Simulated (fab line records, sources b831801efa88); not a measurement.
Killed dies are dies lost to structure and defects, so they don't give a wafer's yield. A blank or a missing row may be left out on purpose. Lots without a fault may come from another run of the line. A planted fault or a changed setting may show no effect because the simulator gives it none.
Which tool did it? | flow gf180mcu | 13 lots, 39 wafers sampled, at 2 steps of a route of 602

WHAT THE GAUGES READ, wafer by wafer
GF_VT_IMPLANT_TW_MEAS_10.
lot  | measured     | on            | VT_IMPLANT_TW
L970 | day 6 01:43  | film_metro-03 | 568 567 568
L971 | day 6 11:47  | film_metro-03 | 566 568 569
L972 | day 6 16:37  | film_metro-01 | 557 557 559
L973 | day 6 23:08  | film_metro-04 | 560 563 563
L975 | day 7 10:14  | film_metro-01 | 556 557 559
L977 | day 8 00:51  | film_metro-01 | 561 561 560
L980 | day 8 21:07  | film_metro-01 | 559 559 560
L981 | day 9 01:15  | film_metro-04 | 559 560 558
L982 | day 9 07:48  | film_metro-04 | 558 556 561
L983 | day 9 12:22  | film_metro-04 | 562 556 556
L989 | day 11 03:05 | film_metro-03 | 551 552 547
L990 | day 11 10:05 | film_metro-04 | 548 545 549
L991 | day 11 17:22 | film_metro-01 | 560 566 563

WHICH TOOL RAN EACH LOT (tool, then ch and the chambers of the sampled wafers, then the start)
lot  | GF_VT_IMPLANT_IMPLANT_08
L970 | implanter-04 ch 0, day 6 01:29
L971 | implanter-04 ch 0, day 6 11:34
L972 | implanter-03 ch 0, day 6 16:22
L973 | implanter-04 ch 0, day 6 22:53
L975 | implanter-03 ch 0, day 7 09:59
L977 | implanter-03 ch 0, day 8 00:36
L980 | implanter-01 ch 0, day 8 20:53
L981 | implanter-03 ch 0, day 9 01:00
L982 | implanter-03 ch 0, day 9 07:33
L983 | implanter-01 ch 0, day 9 12:07
L989 | implanter-01 ch 0, day 11 02:50
L990 | implanter-01 ch 0, day 11 09:50
L991 | implanter-03 ch 0, day 11 17:07
- GF_VT_IMPLANT_IMPLANT_08

WHAT THE TOOLS THEMSELVES READ (means of the sampled wafers that have a number; where no wafer has one, the mark that the record gives instead)
GF_VT_IMPLANT_IMPLANT_08.
lot  | tool         | dose_ions_cm2 | faraday_current_uA
L970 | implanter-04 | 8.289e+12     | 46.0
L971 | implanter-04 | 8.293e+12     | 47.7
L972 | implanter-03 | 8.292e+12     | 47.0
L973 | implanter-04 | 8.293e+12     | 45.9
L975 | implanter-03 | 8.301e+12     | 47.1
L977 | implanter-03 | 8.285e+12     | 46.2
L980 | implanter-01 | 8.288e+12     | 46.6
L981 | implanter-03 | 8.288e+12     | 46.8
L982 | implanter-03 | 8.299e+12     | 46.7
L983 | implanter-01 | 8.281e+12     | 45.9
L989 | implanter-01 | 7.536e+12     | 42.6
L990 | implanter-01 | 7.536e+12     | 43.0
L991 | implanter-03 | 8.288e+12     | 46.7

THE ANSWER, worked out from the rows above alone
Rule: what is usual is taken from the lots themselves. Put in order of their means at a reading, lots are off if they are a third of the lots or fewer, leave a main group of 4 or more, and stand apart from it by a gap of 3 or more times the standard deviation of the main group's means; of several such gaps the widest counts. A main group whose means are all the same, to the digits that the tables above print for the reading, isn't used. A lot without any number at a reading at which 4 lots or more have one is off too. The other lots that the step has rows for count as sound. The gauges are gone through in route order, then the tools' own readings, and for those a lot's mean is taken as printed above. The first step at which some lot is off is used, and at that step the reading that is off furthest; a lot without a number counts as furthest.
Off: L989, L990, at GF_VT_IMPLANT_IMPLANT_08 (dose_ions_cm2). The main group: mean 8.291e+12, standard deviation 5.5e+09.
A tool fits if, at that step or a process step before it, it ran every lot that is off, and no sound lot after the first of them. One fits: implanter-01 at GF_VT_IMPLANT_IMPLANT_08. Its last sound lot is L983 (day 9 12:07), its first lot that is off L989 (day 11 02:50): a fault that began between those two fits.
The tool's own readings at GF_VT_IMPLANT_IMPLANT_08 bear it out: on the lots that are off they differ by more than 5 times the standard deviation of the sound lots' means. dose_ions_cm2 reads 7.536e+12 there against 8.291e+12 on the sound lots; faraday_current_uA reads 42.8 there against 46.6 on the sound lots.

WHAT THE SIMULATOR HAD PUT IN
Process parameter drift: implanter-01, from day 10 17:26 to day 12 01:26, at GF_VT_IMPLANT_IMPLANT_08. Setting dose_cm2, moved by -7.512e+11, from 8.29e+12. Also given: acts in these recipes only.
Lots struck among those shown: L989, L990. The rule above found the same.
